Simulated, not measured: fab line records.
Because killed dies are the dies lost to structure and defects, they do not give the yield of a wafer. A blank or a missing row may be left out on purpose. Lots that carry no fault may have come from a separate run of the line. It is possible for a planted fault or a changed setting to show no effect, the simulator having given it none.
The tool behind it: which one? + flow gf180mcu + 18 wafers from 6 lots sampled at 2 of the route's 602 steps

## WHAT THE GAUGES READ, wafer by wafer
GF_MIM_THK_MEAS_06.
| lot  | measured     | on            | MIM_CVD_05_THK (nm) |
|------|--------------|---------------|---------------------|
| L505 | day 25 00:02 | film-metro-01 | 41.7 41.5 42.1      |
| L508 | day 25 19:22 | film-metro-02 | 41.2 41.9 43.0      |
| L510 | day 26 10:26 | film-metro-02 | 41.9 41.3 41.6      |
| L518 | day 29 13:39 | film-metro-02 | 41.7 43.1 42.7      |
| L522 | day 31 04:13 | film-metro-01 | 42.0 42.2 43.0      |
| L526 | day 31 16:32 | film-metro-02 | 41.5 41.8 42.5      |

## WHAT TOOL EACH LOT RAN ON (gives the tool, then ch and the chambers of the sampled wafers, and finally the start)
| lot  | GF_M1_METAL_ETCH_16               |
|------|-----------------------------------|
| L505 | rie-metal-03 ch 0,1, day 17 16:43 |
| L508 | rie-metal-03 ch 0,1, day 18 15:59 |
| L510 | rie-metal-03 ch 0,1, day 19 06:31 |
| L518 | rie-metal-03 ch 0,1, day 23 00:11 |
| L522 | rie-metal-03 ch 0,1, day 24 21:58 |
| L526 | rie-metal-01 ch 1, day 25 13:26   |
- GF_M1_METAL_ETCH_16: etches the open film in Cl2/BCl3, stops on SiO2, target depth 750.8 nm, time 125.1 s.

## THE ANSWER, worked out from the rows above alone
Rule: the lots themselves supply what counts as usual. The widest of any qualifying gaps counts: lots, ordered by their means at a reading, are off when they make up no more than a third of the lots, leave a main group of 4 or more, and stand apart from it by 3 or more times the standard deviation of that group's means. A main group whose means are all the same, to the digits that the tables above print for the reading, isn't used. A lot without any number at a reading at which 4 lots or more have one is off too. Any other lot the step has rows for is counted as sound.
Nothing can be told from this: no lot is off at any reading shown.

## WHAT HAD BEEN PUT IN BY THE SIMULATOR
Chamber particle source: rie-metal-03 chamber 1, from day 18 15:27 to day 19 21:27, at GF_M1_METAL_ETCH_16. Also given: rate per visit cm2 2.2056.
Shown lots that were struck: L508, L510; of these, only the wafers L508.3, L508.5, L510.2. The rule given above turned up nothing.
